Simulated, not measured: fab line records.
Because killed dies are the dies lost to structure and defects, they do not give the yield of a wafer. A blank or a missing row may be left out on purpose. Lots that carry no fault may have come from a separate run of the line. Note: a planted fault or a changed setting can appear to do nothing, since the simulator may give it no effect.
Problem report, 8D (eight disciplines) form, completed by code :: flow sky130 :: the parts of the form that need people (team, actions taken, sign-off) are left out

## 1. PROBLEM STATEMENT
VIA1_HDPCVD_THK at SKY_VIA1_THK_MEAS_01 reads a mean of 742 nm on 2 wafers of 2 lots; wafers without a fault read 1034 nm with a standard deviation of 11. That puts it -26 standard deviations away from the usual mean.
First observed at day 34 15:32: wafer L694.1, on film metro-01. Wafers with a number at this step in the record: 36, from 12 lots. By rule, "out" or "out of limits" means more than 4 standard deviations away from the usual mean. The other wafers with a number count as sound.

## 2. WHAT IT IS AND WHAT IT IS NOT
question: which readings at this step
is: VIA1_HDPCVD_THK
is not: -

question: which lots
is: L694, L695
is not: L690, L691, L693, L704, L705, L706, L707, L708, L709, L711

question: which wafers of those lots
is: L694.1, L695.4
is not: L694.2, L694.6, L695.3, L695.6

question: read on which gauges
is: film metro-01, film metro-04
is not: film metro-03

question: when
is: from day 34 15:32
is not: up to then (11 sound wafers); but 23 sound wafers of L695, L704, L705, L706, L707, L708, L709, L711 came after

## 3. THE SUSPECTS, EACH WITH WHAT RULES IT OUT
Counting: a tool at a process step up to the reading stays a suspect if it ran every lot that is out. Sound lots after the first of them don't rule it out here, since some wafers of a struck lot are sound.
- the gauge at SKY_VIA1_THK_MEAS_01 is ruled out. Those wafers that are out were read across 2 gauges (film metro-01, film metro-04).
- hdpcvd-01 at SKY_VIA1_HDPCVD_00 (deposits SiO2, target thk 1030 nm, time 171.7 s): kept. It ran every lot that is out, first L694 (day 34 15:25); its last sound lot up to then is L693 (day 33 19:34).
The count leaves hdpcvd-01 at SKY_VIA1_HDPCVD_00.

## 4. THE CAUSE (what the simulator had put in)
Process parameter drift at SKY_VIA1_HDPCVD_00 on hdpcvd-01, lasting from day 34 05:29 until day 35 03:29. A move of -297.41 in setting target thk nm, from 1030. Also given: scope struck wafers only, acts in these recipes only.
The count eliminated every tool but this one.

## 5. THE CHAIN OF EFFECTS, in route order
Each row: a reading whose mean over the struck wafers that have a number lies more than 3 standard deviations from the usual. Scope: only readings with a usual standard deviation given in the record; hours: median across lots of the time from each lot's start at the first step in this table that gives one to its start at this step; sigmas: change in usual standard deviations.
hours: 0
step: SKY_VIA1_THK_MEAS_01
reading: VIA1_HDPCVD_THK
usual: 1034 nm
on struck wafers: 742
change: -292
sigmas: -26

## 6. WHAT WOULD HAVE CAUGHT IT SOONER
In this record the first reading out of limits at a measuring or inspecting step was taken at day 34 15:32, 10 hours after the fault began at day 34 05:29.
Of the tool readings at SKY_VIA1_HDPCVD_00 for which the record gives a usual standard deviation, none was out on any struck wafer, so an alarm limit of 4 standard deviations on them would not have fired.
Among the 2 lots that are out, L695 began SKY_VIA1_HDPCVD_00 on hdpcvd-01 after day 34 15:32. Had the tool been put on hold then, it would have been spared.
